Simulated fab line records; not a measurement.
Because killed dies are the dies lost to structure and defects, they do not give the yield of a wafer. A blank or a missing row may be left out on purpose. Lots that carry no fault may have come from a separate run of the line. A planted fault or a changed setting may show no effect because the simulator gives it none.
Which tool was responsible? -- flow gf180mcu -- 39 wafers from 13 lots sampled at 3 of the route's 602 steps

## WHAT THE GAUGES SHOWED, per wafer
GF_VT_IMPLANT_TW_MEAS_43.
lot,measured,on,VT_IMPLANT_4_TW
L340,day 8 10:59,filmMetro-01,693 695 691
L342,day 9 00:43,filmMetro-02,692 695 694
L344,day 9 12:08,filmMetro-02,699 696 695
L345,day 9 19:22,filmMetro-01,694 692 693
L346,day 10 02:27,filmMetro-02,695 690 689
L347,day 10 06:14,filmMetro-04,695 697 696
L348,day 10 12:37,filmMetro-02,693 696 689
L349,day 10 17:56,filmMetro-02,691 697 690
L353,day 11 19:37,filmMetro-01,698 695 696
L356,day 12 15:24,filmMetro-01,1112 1103 1103
L357,day 12 18:14,filmMetro-02,1107 1102 1104
L359,day 13 10:02,filmMetro-04,700 699 699
L360,day 13 16:53,filmMetro-02,694 700 697

GF_NSD_TW_MEAS_12.
lot,measured,on,NSD_TW
L340,day 14 14:56,filmMetro-01,4270 4288 4273
L342,day 15 11:02,filmMetro-02,4296 4282 4281
L344,day 16 02:10,filmMetro-02,4301 4288 4304
L345,day 16 18:18,filmMetro-01,4263 4262 4258
L346,day 16 18:58,filmMetro-04,4257 4262 4262
L347,day 16 18:38,filmMetro-01,4227 4254 4265
L348,day 17 10:18,filmMetro-02,4274 4257 4246
L349,day 17 11:12,filmMetro-04,4261 4257 4263
L353,day 18 22:10,filmMetro-01,4249 4269 4262
L356,day 20 03:34,filmMetro-04,4276 4277 4278
L357,day 19 23:48,filmMetro-04,4304 4309 4329
L359,day 20 19:01,filmMetro-01,4233 4266 4254
L360,day 20 19:37,filmMetro-04,4301 4282 4289

## WHICH TOOL RAN EACH LOT (tool, then ch and the chambers of the sampled wafers, then the start)
lot,GF_VT_IMPLANT_IMPLANT_41
L340,"implanter-04 ch 0, day 8 10:44"
L342,"implanter-02 ch 0, day 9 00:28"
L344,"implanter-03 ch 0, day 9 11:55"
L345,"implanter-02 ch 0, day 9 19:07"
L346,"implanter-03 ch 0, day 10 02:14"
L347,"implanter-03 ch 0, day 10 05:59"
L348,"implanter-02 ch 0, day 10 12:22"
L349,"implanter-04 ch 0, day 10 17:39"
L353,"implanter-02 ch 0, day 11 19:25"
L356,"implanter-03 ch 0, day 12 15:11"
L357,"implanter-03 ch 0, day 12 18:00"
L359,"implanter-02 ch 0, day 13 09:48"
L360,"implanter-04 ch 0, day 13 16:39"
- GF_VT_IMPLANT_IMPLANT_41

## WHAT THE TOOLS THEMSELVES READ (means of the sampled wafers that have a number; where no wafer has one, the mark that the record gives instead)
GF_VT_IMPLANT_IMPLANT_41.
lot,tool,beamEnergyKeV,doseIonsCm2,faradayCurrentUA
L340,implanter-04,69.996,1.0135e+12,5.81
L342,implanter-02,69.987,1.0128e+12,5.83
L344,implanter-03,70.032,1.0135e+12,5.61
L345,implanter-02,70.017,1.0126e+12,5.72
L346,implanter-03,70.010,1.0125e+12,5.76
L347,implanter-03,70.012,1.0133e+12,5.64
L348,implanter-02,70.001,1.0117e+12,5.68
L349,implanter-04,69.987,1.0129e+12,5.80
L353,implanter-02,69.963,1.0136e+12,5.65
L356,implanter-03,69.992,4.4152e+12,24.70
L357,implanter-03,69.988,4.4143e+12,24.38
L359,implanter-02,70.034,1.0122e+12,5.57
L360,implanter-04,69.994,1.0119e+12,5.67

## THE ANSWER, worked out from the rows above alone
Rule: the lots themselves supply what counts as usual. The widest of any qualifying gaps counts: lots, ordered by their means at a reading, are off when they make up no more than a third of the lots, leave a main group of 4 or more, and stand apart from it by 3 or more times the standard deviation of that group's means. A main group is skipped when, at the precision printed for the reading in the tables above, its means are all equal. A lot without any number at a reading at which 4 lots or more have one is off too. All remaining lots with rows at the step are treated as sound. The gauges are gone through in route order, then the tools' own readings, and for those a lot's mean is taken as printed above. At the first step where some lot is off, the reading lying furthest off is the one used; lots without a number count as furthest.
Off: L356, L357, at GF_VT_IMPLANT_TW_MEAS_43 (VT_IMPLANT_4_TW). Main group: mean 695, sd 2.4.
If a tool, at a process step before that reading, ran all the lots that are off and no sound lot after the first of them, it fits. Not tried: the gauges at GF_VT_IMPLANT_TW_MEAS_43; whatever is off there is also off at GF_VT_IMPLANT_IMPLANT_41, on other tools, and gauge error can't account for it. One fits: implanter-03 at GF_VT_IMPLANT_IMPLANT_41. A fault onset in the window from L347 (day 10 05:59, its last sound lot) to L356 (day 12 15:11, its first lot off) fits.
The tool's own readings at GF_VT_IMPLANT_IMPLANT_41 bear it out: on the lots that are off they differ by more than 5 times the standard deviation of the sound lots' means. doseIonsCm2 reads 4.4148e+12 there against 1.0128e+12 on the sound lots; faradayCurrentUA reads 24.54 there against 5.70 on the sound lots.

## WHAT THE SIMULATOR HAD PUT IN
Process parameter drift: implanter-03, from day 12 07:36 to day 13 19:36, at GF_VT_IMPLANT_IMPLANT_41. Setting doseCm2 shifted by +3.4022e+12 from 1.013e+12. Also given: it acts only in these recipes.
Lots struck among those shown: L356, L357. The rule above reached the same finding.
